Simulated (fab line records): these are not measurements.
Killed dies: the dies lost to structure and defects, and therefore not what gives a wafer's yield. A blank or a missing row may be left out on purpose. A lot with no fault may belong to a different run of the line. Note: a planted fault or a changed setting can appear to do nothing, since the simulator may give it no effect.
Which tool is to blame? | flow sky130 | 13 lots, 39 wafers sampled, at 5 steps of a route of 708

WHAT THE GAUGES SHOWED, per wafer
SKY_NWELL_TW_MEAS_26. Usual: NWELL_2_TW typically reads 498, with standard deviation 3.2.
lot  | measured     | on           | NWELL_2_TW  | flag
L397 | day 5 13:32  | filmMetro-03 | 494 496 498 | 
L398 | day 5 21:51  | filmMetro-01 | 502 501 502 | 
L400 | day 7 02:27  | filmMetro-03 | 499 500 500 | 
L402 | day 7 03:08  | filmMetro-03 | 500 498 498 | 
L401 | day 7 04:55  | filmMetro-01 | 499 497 500 | 
L404 | day 7 11:49  | filmMetro-04 | 495 494 498 | 
L405 | day 7 15:01  | filmMetro-03 | 502 499 499 | 
L406 | day 7 17:32  | filmMetro-03 | 498 498 501 | 
L407 | day 8 02:46  | filmMetro-01 | 501 503 504 | 
L408 | day 8 11:54  | filmMetro-04 | 490 494 496 | 
L409 | day 8 16:56  | filmMetro-04 | 497 494 495 | 
L418 | day 11 00:41 | filmMetro-01 | 498 497 498 | 
L419 | day 11 08:12 | filmMetro-01 | 496 500 500 | 

SKY_SONOS_ONO_OVL_MEAS_14. Usual: SONOS_ONO_OVL typically reads -0.5 nm, with standard deviation 1.4.
lot  | measured     | on         | SONOS_ONO_OVL (nm) | flag
L397 | day 13 10:07 | overlay-01 | 0.6 2.2 0.9        | 
L398 | day 13 15:43 | overlay-01 | -2.8 -0.3 0.1      | 
L400 | day 15 03:35 | overlay-01 | -2.5 -2.0 -1.0     | 
L402 | day 15 04:46 | overlay-01 | 1.3 0.9 3.5        | 
L401 | day 15 07:42 | overlay-01 | -1.3 0.6 -0.7      | 
L404 | day 15 17:31 | overlay-01 | -0.4 -2.1 0.5      | 
L405 | day 15 22:37 | overlay-01 | -1.2 -1.3 -1.2     | 
L406 | day 16 01:23 | overlay-02 | -2.6 -2.6 -1.1     | 
L407 | day 16 13:05 | overlay-01 | -1.6 -1.4 -1.2     | 
L408 | day 16 22:33 | overlay-02 | 0.2 -1.3 0.8       | 
L409 | day 17 07:54 | overlay-01 | 0.6 -1.0 -0.9      | 
L418 | day 20 12:46 | overlay-02 | -2.1 -1.7 -1.5     | 
L419 | day 20 18:13 | overlay-01 | -0.3 0.1 -1.3      | 

SKY_SPACER_THK_MEAS_01. Usual: SPACER_CVD_00_THK typically reads 43.2 nm, with standard deviation 0.52.
lot  | measured     | on           | SPACER_CVD_00_THK (nm) | flag
L397 | day 23 20:44 | filmMetro-03 | 42.8 42.7 42.8         | 
L398 | day 24 03:08 | filmMetro-01 | 42.9 43.0 42.8         | 
L400 | day 25 15:36 | filmMetro-04 | 43.8 43.8 43.8         | 
L402 | day 25 19:12 | filmMetro-03 | 43.4 43.6 43.8         | 
L401 | day 25 19:14 | filmMetro-01 | 42.4 42.5 42.7         | 
L404 | day 26 06:35 | filmMetro-01 | 43.1 43.4 43.2         | 
L405 | day 26 15:08 | filmMetro-04 | 43.7 43.8 43.8         | 
L406 | day 26 13:55 | filmMetro-03 | 43.7 43.5 43.6         | 
L407 | day 27 02:48 | filmMetro-01 | 42.9 42.8 42.8         | 
L408 | day 27 13:04 | filmMetro-04 | 44.0 44.2 44.0         | 
L409 | day 27 21:15 | filmMetro-03 | 44.2 44.0 44.0         | 
L418 | day 30 19:55 | filmMetro-04 | 43.1 43.0 43.2         | 
L419 | day 30 22:31 | filmMetro-04 | 42.3 42.4 42.3         | 

SKY_LOCAL_INTERCONNECT_CD_MEAS_11: target cd 170 nm. Usual: cdNm 170.5 nm, standard deviation 1.3.
lot  | measured     | on       | cdNm (nm)         | flag
L397 | day 31 04:40 | cdSem-02 | 170.7 170.6 170.4 | 
L398 | day 31 11:19 | cdSem-02 | 167.8 169.4 170.6 | 
L400 | day 32 21:38 | cdSem-02 | 170.1 169.4 171.3 | 
L402 | day 33 00:40 | cdSem-02 | 170.1 170.0 169.8 | 
L401 | day 33 01:04 | cdSem-01 | 168.1 168.5 167.7 | 
L404 | day 33 11:20 | cdSem-02 | 170.6 171.5 170.0 | 
L405 | day 33 19:19 | cdSem-02 | 168.3 168.3 171.1 | 
L406 | day 33 17:43 | cdSem-01 | 170.9 169.9 170.6 | 
L407 | day 34 06:25 | cdSem-01 | 170.1 169.8 168.7 | 
L408 | day 34 15:13 | cdSem-02 | 91.4 172.8 170.9  | OFF
L409 | day 34 21:31 | cdSem-02 | 170.2 171.0 171.5 | 
L418 | day 37 17:22 | cdSem-02 | 170.5 170.8 170.9 | 
L419 | day 37 19:35 | cdSem-01 | 170.1 169.9 170.9 | 

WHAT TOOL EACH LOT RAN ON (gives the tool, then ch and the chambers of the sampled wafers, and finally the start)
lot  | SKY_LOCAL_INTERCONNECT_EXPOSE_08
L397 | krfScanner-02 ch 0, day 30 14:46
L398 | krfScanner-01 ch 0, day 30 21:31
L400 | krfScanner-01 ch 0, day 32 08:19
L402 | krfScanner-01 ch 0, day 32 11:15
L401 | krfScanner-01 ch 0, day 32 12:14
L404 | krfScanner-02 ch 0, day 32 21:40
L405 | krfScanner-02 ch 0, day 33 05:53
L406 | krfScanner-01 ch 0, day 33 04:19
L407 | krfScanner-01 ch 0, day 33 17:31
L408 | krfScanner-01 ch 0, day 34 02:04
L409 | krfScanner-02 ch 0, day 34 08:06
L418 | krfScanner-01 ch 0, day 37 04:36
L419 | krfScanner-02 ch 0, day 37 07:06
- SKY_LOCAL_INTERCONNECT_EXPOSE_08: exposes mask LI1M, target cd 170 nm.

AS READ BY THE TOOLS THEMSELVES (means over the sampled wafers that have a number; for cases with no such wafer, the mark the record gives instead)
SKY_LOCAL_INTERCONNECT_EXPOSE_08. Usual: focusOffsetNm -0.1 nm, standard deviation 0.53; reticleTempC 23.02 C, standard deviation 0.1; stageVelMmS 500.00 mm/s, standard deviation 0.22.
lot  | tool          | focusOffsetNm (nm) | reticleTempC (C) | stageVelMmS (mm/s) | flag
L397 | krfScanner-02 | -0.7               | 23.14            | 500.17             | 
L398 | krfScanner-01 | -0.4               | 23.03            | 500.20             | 
L400 | krfScanner-01 | -1.2               | 22.96            | 499.89             | 
L402 | krfScanner-01 | 0.1                | 22.96            | 500.15             | 
L401 | krfScanner-01 | 0.2                | 22.96            | 499.90             | 
L404 | krfScanner-02 | -0.2               | 23.01            | 499.87             | 
L405 | krfScanner-02 | -0.6               | 22.98            | 500.03             | 
L406 | krfScanner-01 | 0.4                | 22.98            | 500.10             | 
L407 | krfScanner-01 | 0.0                | 23.07            | 499.73             | 
L408 | krfScanner-01 | 0.2                | 23.04            | 500.23             | 
L409 | krfScanner-02 | -0.2               | 22.99            | 500.07             | 
L418 | krfScanner-01 | 0.2                | 22.98            | 500.03             | 
L419 | krfScanner-02 | 0.1                | 22.85            | 500.03             | 

THE ANSWER, worked out from the rows above alone
Rule: a lot is off if the mean of its wafers that have a number lies more than 3 standard deviations from the usual mean. A lot without any number at a reading at which 4 lots or more have one is off too. Where the step has rows for the other lots, those lots are counted as sound. First the gauges in route order, then the tools' own readings, where a lot's mean is used as printed above. At the first step where some lot is off, the reading lying furthest off is the one used; lots without a number count as furthest.
Off: L408 (SKY_LOCAL_INTERCONNECT_CD_MEAS_11, cdNm).
If a tool, at a process step before that reading, ran all the lots that are off and no sound lot after the first of them, it fits. Those tools and the gauges at SKY_LOCAL_INTERCONNECT_CD_MEAS_11 are tried in the same way. Of those tried, none fits.

WHAT THE SIMULATOR HAD PUT IN
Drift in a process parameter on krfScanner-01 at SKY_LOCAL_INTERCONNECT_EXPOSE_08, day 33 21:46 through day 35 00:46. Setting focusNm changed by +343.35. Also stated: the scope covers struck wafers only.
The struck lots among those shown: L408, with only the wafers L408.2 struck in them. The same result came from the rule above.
